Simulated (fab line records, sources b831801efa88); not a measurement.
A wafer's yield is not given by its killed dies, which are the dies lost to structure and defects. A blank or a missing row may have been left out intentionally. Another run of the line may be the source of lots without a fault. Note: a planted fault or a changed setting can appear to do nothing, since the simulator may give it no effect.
Which of the tools did it? | flow sky130 | 39 wafers from 13 lots sampled at 5 of the route's 708 steps

WHAT THE GAUGES SHOWED, per wafer
SKY_LI_CONTACT_RS_MEAS_22: a four-point-probe measurement. Usual: for LI_CONTACT_W_RS the level is 0.287 ohm/sq and the standard deviation is 0.0033.
lot  | measured     | on           | LI_CONTACT_W_RS (ohm/sq) | flag
L300 | day 29 10:02 | filmMetro-03 | 0.288 0.286 0.288        | 
L301 | day 29 22:25 | filmMetro-01 | 0.289 0.290 0.292        | 
L303 | day 30 07:29 | filmMetro-01 | 0.285 0.287 0.288        | 
L310 | day 32 12:35 | filmMetro-03 | 0.286 0.286 0.285        | 
L311 | day 33 05:40 | filmMetro-03 | 0.287 0.289 0.283        | 
L312 | day 33 14:10 | filmMetro-04 | 0.292 0.291 0.285        | 
L313 | day 33 19:53 | filmMetro-04 | 0.289 0.293 0.288        | 
L315 | day 35 18:26 | filmMetro-03 | 0.288 0.287 0.285        | 
L318 | day 35 22:47 | filmMetro-01 | 0.284 0.288 0.285        | 
L316 | day 35 23:10 | filmMetro-01 | 0.285 0.283 0.286        | 
L320 | day 36 00:49 | filmMetro-03 | 0.286 0.286 0.288        | 
L319 | day 36 01:55 | filmMetro-04 | 0.291 0.284 0.286        | 
L321 | day 36 04:46 | filmMetro-01 | 0.285 0.283 0.282        | 

SKY_CONTACT_THK_MEAS_03. Usual: for CONTACT_HDPCVD_THK the level is 559 nm and the standard deviation is 8.2.
lot  | measured     | on           | CONTACT_HDPCVD_THK (nm) | flag
L300 | day 30 15:11 | filmMetro-02 | 556 563 564             | 
L301 | day 31 03:38 | filmMetro-03 | 548 549 551             | 
L303 | day 31 12:02 | filmMetro-02 | 552 552 564             | 
L310 | day 33 16:35 | filmMetro-03 | 561 554 553             | 
L311 | day 34 09:59 | filmMetro-03 | 541 569 535             | 
L312 | day 34 18:01 | filmMetro-02 | 564 553 560             | 
L313 | day 35 00:06 | filmMetro-01 | 547 567 563             | 
L315 | day 36 22:07 | filmMetro-02 | 567 555 567             | 
L318 | day 37 02:50 | filmMetro-01 | 567 553 566             | 
L316 | day 37 03:05 | filmMetro-03 | 570 562 567             | 
L320 | day 37 04:29 | filmMetro-01 | 546 544 548             | 
L319 | day 37 06:30 | filmMetro-02 | 564 564 561             | 
L321 | day 37 08:06 | filmMetro-02 | 551 553 546             | 

SKY_CONTACT_BOW_MEAS_05. Usual: for CONTACT_BOW the level is 82 um and the standard deviation is 6.6.
lot  | measured     | on           | CONTACT_BOW (um) | flag
L300 | day 30 15:33 | filmMetro-02 | 89 80 79         | 
L301 | day 31 04:01 | filmMetro-03 | 85 72 86         | 
L303 | day 31 12:26 | filmMetro-03 | 87 84 88         | 
L310 | day 33 17:13 | filmMetro-03 | 106 93 105 - - - | 
L311 | day 34 10:22 | filmMetro-02 | 88 86 97 - - -   | 
L312 | day 34 18:23 | filmMetro-03 | 81 82 89         | 
L313 | day 35 00:28 | filmMetro-03 | 99 88 76         | 
L315 | day 36 22:29 | filmMetro-03 | 81 79 74         | 
L318 | day 37 03:12 | filmMetro-01 | 80 87 87         | 
L316 | day 37 03:26 | filmMetro-03 | 72 80 81         | 
L320 | day 37 05:08 | filmMetro-03 | 81 86 84         | 
L319 | day 37 06:52 | filmMetro-03 | 71 85 78         | 
L321 | day 37 08:28 | filmMetro-03 | 80 86 78         | 

TOOL THAT RAN EACH LOT (tool first, then ch and the chambers of the sampled wafers, then the start)
lot  | SKY_LI_CONTACT_CVD_21        | SKY_CONTACT_CMP_04
L300 | cvdW-02 ch 0,1, day 29 09:55 | cmp-02 ch 0,1,3, day 30 15:15
L301 | cvdW-01 ch 0,1, day 29 22:17 | cmp-01 ch 1,2,3, day 31 03:42
L303 | cvdW-02 ch 0,1, day 30 07:22 | cmp-01 ch 0,1, day 31 12:04
L310 | cvdW-01 ch 1, day 32 12:20   | cmp-02 ch 1,2,3, day 33 16:55
L311 | cvdW-02 ch 0,1, day 33 05:31 | cmp-01 ch 1,2,3, day 34 10:05
L312 | cvdW-02 ch 0,1, day 33 14:02 | cmp-02 ch 1,2, day 34 18:07
L313 | cvdW-01 ch 0,1, day 33 19:46 | cmp-01 ch 0,1,2, day 35 00:13
L315 | cvdW-02 ch 0,1, day 35 18:19 | cmp-02 ch 2,3, day 36 22:09
L318 | cvdW-01 ch 0,1, day 35 22:40 | cmp-01 ch 0,1,2, day 37 02:57
L316 | cvdW-02 ch 0,1, day 35 23:02 | cmp-02 ch 1,2,3, day 37 03:08
L320 | cvdW-01 ch 0,1, day 36 00:40 | cmp-02 ch 1,2, day 37 04:47
L319 | cvdW-02 ch 0,1, day 36 01:47 | cmp-01 ch 0,1,2, day 37 06:39
L321 | cvdW-02 ch 0,1, day 36 04:38 | cmp-01 ch 1,3, day 37 08:12
- SKY_LI_CONTACT_CVD_21: deposits W, target thk 400 nm, time 120.56 s.
- SKY_CONTACT_CMP_04: polishes SiO2.

WHAT THE TOOLS THEMSELVES READ (means of the sampled wafers that have a number; where no wafer has one, the mark that the record gives instead)
SKY_LI_CONTACT_CVD_21. Usual: heaterPowerW reads 878 W (standard deviation 52).
lot  | tool    | heaterPowerW (W) | flag
L300 | cvdW-02 | 908              | 
L301 | cvdW-01 | 815              | 
L303 | cvdW-02 | 893              | 
L310 | cvdW-01 | 825              | 
L311 | cvdW-02 | 918              | 
L312 | cvdW-02 | 901              | 
L313 | cvdW-01 | 822              | 
L315 | cvdW-02 | 935              | 
L318 | cvdW-01 | 817              | 
L316 | cvdW-02 | 938              | 
L320 | cvdW-01 | 817              | 
L319 | cvdW-02 | 908              | 
L321 | cvdW-02 | 933              | 

SKY_CONTACT_CMP_04. Usual: edgeZonePressureFrac 0.999, standard deviation 0.005; headPressurePsi 4.000 psi, standard deviation 0.0096; motorCurrentA 12.1 A, standard deviation 0.98; timeToEndpointS 80 s, standard deviation 5.5.
lot  | tool   | edgeZonePressureFrac | headPressurePsi (psi) | motorCurrentA (A) | timeToEndpointS (s) | flag
L300 | cmp-02 | 1.007                | 4.001                 | 13.0              | 81                  | 
L301 | cmp-01 | 0.998                | 3.991                 | 12.1              | 72                  | 
L303 | cmp-01 | 1.001                | 3.989                 | 11.3              | 80                  | 
L310 | cmp-02 | -                    | -                     | -                 | -                   | OFF
L311 | cmp-01 | -                    | -                     | -                 | -                   | OFF
L312 | cmp-02 | 0.997                | 3.993                 | 11.3              | 81                  | 
L313 | cmp-01 | 0.998                | 3.993                 | 11.5              | 81                  | 
L315 | cmp-02 | 0.997                | 4.007                 | 12.9              | 80                  | 
L318 | cmp-01 | 0.997                | 4.000                 | 12.0              | 84                  | 
L316 | cmp-02 | 1.000                | 4.002                 | 12.1              | 83                  | 
L320 | cmp-02 | 0.998                | 3.999                 | 11.0              | 76                  | 
L319 | cmp-01 | 0.999                | 3.995                 | 11.9              | 84                  | 
L321 | cmp-01 | 0.999                | 4.002                 | 12.1              | 78                  | 

THE ANSWER, worked out from the rows above alone
Rule: a lot is off if the mean of its wafers that have a number lies more than 3 standard deviations from the usual mean. Also off: a lot with no number at a reading for which 4 or more lots have one. All remaining lots with rows at the step are treated as sound. Order of review: gauges by route order, followed by the tools' own readings, for which a lot's mean as printed above is used. The first step at which some lot is off is used, and at that step the reading that is off furthest; a lot without a number counts as furthest.
Off: L310, L311, at SKY_CONTACT_CMP_04 (edgeZonePressureFrac). Without a number there: L310, L311.
A tool fits if, at that step or a process step before it, it ran every lot that is off, and no sound lot after the first of them. Of those tried, none fits.

WHAT THE SIMULATOR HAD PUT IN
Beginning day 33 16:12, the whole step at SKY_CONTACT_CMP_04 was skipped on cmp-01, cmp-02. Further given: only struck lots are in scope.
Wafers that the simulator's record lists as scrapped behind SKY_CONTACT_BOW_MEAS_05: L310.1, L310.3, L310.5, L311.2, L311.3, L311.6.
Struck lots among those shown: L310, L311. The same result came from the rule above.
